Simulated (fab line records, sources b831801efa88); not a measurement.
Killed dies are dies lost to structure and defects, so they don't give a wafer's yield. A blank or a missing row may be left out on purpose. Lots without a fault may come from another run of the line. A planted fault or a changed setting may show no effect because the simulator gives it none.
Which tool did it? | flow sky130 | 10 lots, 30 wafers sampled, at 4 steps of a route of 708

WHAT THE GAUGES READ, wafer by wafer
SKY_VIA1_THK_MEAS_23: measures by xrf.
lot  | measured     | on            | VIA1_W_THK (nm)
L576 | day 35 12:17 | film_metro-03 | 268 267 266
L578 | day 36 07:35 | film_metro-01 | 273 269 264
L579 | day 36 23:55 | film_metro-03 | 267 268 266
L581 | day 37 00:19 | film_metro-02 | 269 269 270
L582 | day 37 05:58 | film_metro-03 | 271 272 270
L585 | day 39 02:16 | film_metro-03 | 270 267 270
L584 | day 39 02:55 | film_metro-01 | 267 265 268
L589 | day 39 07:01 | film_metro-02 | 264 266 267
L590 | day 39 08:18 | film_metro-03 | 269 268 273
L595 | day 40 16:22 | film_metro-03 | 271 269 272

WHICH TOOL RAN EACH LOT (tool, then ch and the chambers of the sampled wafers, then the start)
lot  | SKY_METAL1_ETCH_18                | SKY_VIA1_ETCH_14                   | SKY_VIA1_STRIP_16
L576 | rie_metal-03 ch 0, day 34 07:01   | rie_diel-04 ch 0,1,3, day 35 11:17 | plasma_asher-03 ch 0,1, day 35 11:22
L578 | rie_metal-01 ch 0,1, day 35 02:50 | rie_diel-01 ch 0,1,2, day 36 06:38 | plasma_asher-02 ch 1, day 36 06:43
L579 | rie_metal-02 ch 0,1, day 35 19:00 | rie_diel-01 ch 2,3, day 36 22:57   | plasma_asher-02 ch 0,1, day 36 23:02
L581 | rie_metal-01 ch 0,1, day 35 19:47 | rie_diel-04 ch 0,1,3, day 36 23:19 | plasma_asher-04 ch 0,1, day 36 23:25
L582 | rie_metal-03 ch 0,1, day 36 01:18 | rie_diel-01 ch 0,2,3, day 37 04:58 | plasma_asher-04 ch 0,1, day 37 05:04
L585 | rie_metal-03 ch 0, day 37 22:08   | rie_diel-04 ch 0,1, day 39 01:18   | plasma_asher-04 ch 0, day 39 01:23
L584 | rie_metal-02 ch 0,1, day 37 22:44 | rie_diel-02 ch 2,3, day 39 01:32   | plasma_asher-03 ch 0,1, day 39 01:37
L589 | rie_metal-01 ch 0,1, day 38 03:22 | rie_diel-01 ch 1,2, day 39 05:42   | plasma_asher-04 ch 0,1, day 39 05:50
L590 | rie_metal-03 ch 0, day 38 04:33   | rie_diel-01 ch 0,3, day 39 07:20   | plasma_asher-04 ch 0,1, day 39 07:25
L595 | rie_metal-02 ch 0,1, day 39 13:53 | rie_diel-02 ch 0,3, day 40 15:25   | plasma_asher-02 ch 0,1, day 40 15:31
- SKY_METAL1_ETCH_18: etches BARC in N2/H2, stops on SiO2, time 45.9 s, target depth 60 nm.
- SKY_VIA1_ETCH_14: etches BARC in N2/H2, stops on SiO2, time 45.9 s, target depth 60 nm.
- SKY_VIA1_STRIP_16: strips in O2/N2.

THE ANSWER, worked out from the rows above alone
Rule: what is usual is taken from the lots themselves. Put in order of their means at a reading, lots are off if they are a third of the lots or fewer, leave a main group of 4 or more, and stand apart from it by a gap of 3 or more times the standard deviation of the main group's means; of several such gaps the widest counts. A main group whose means are all the same, to the digits that the tables above print for the reading, isn't used. A lot without any number at a reading at which 4 lots or more have one is off too. The other lots that the step has rows for count as sound.
No lot is off at any reading shown: from this, nothing can be told.

WHAT THE SIMULATOR HAD PUT IN
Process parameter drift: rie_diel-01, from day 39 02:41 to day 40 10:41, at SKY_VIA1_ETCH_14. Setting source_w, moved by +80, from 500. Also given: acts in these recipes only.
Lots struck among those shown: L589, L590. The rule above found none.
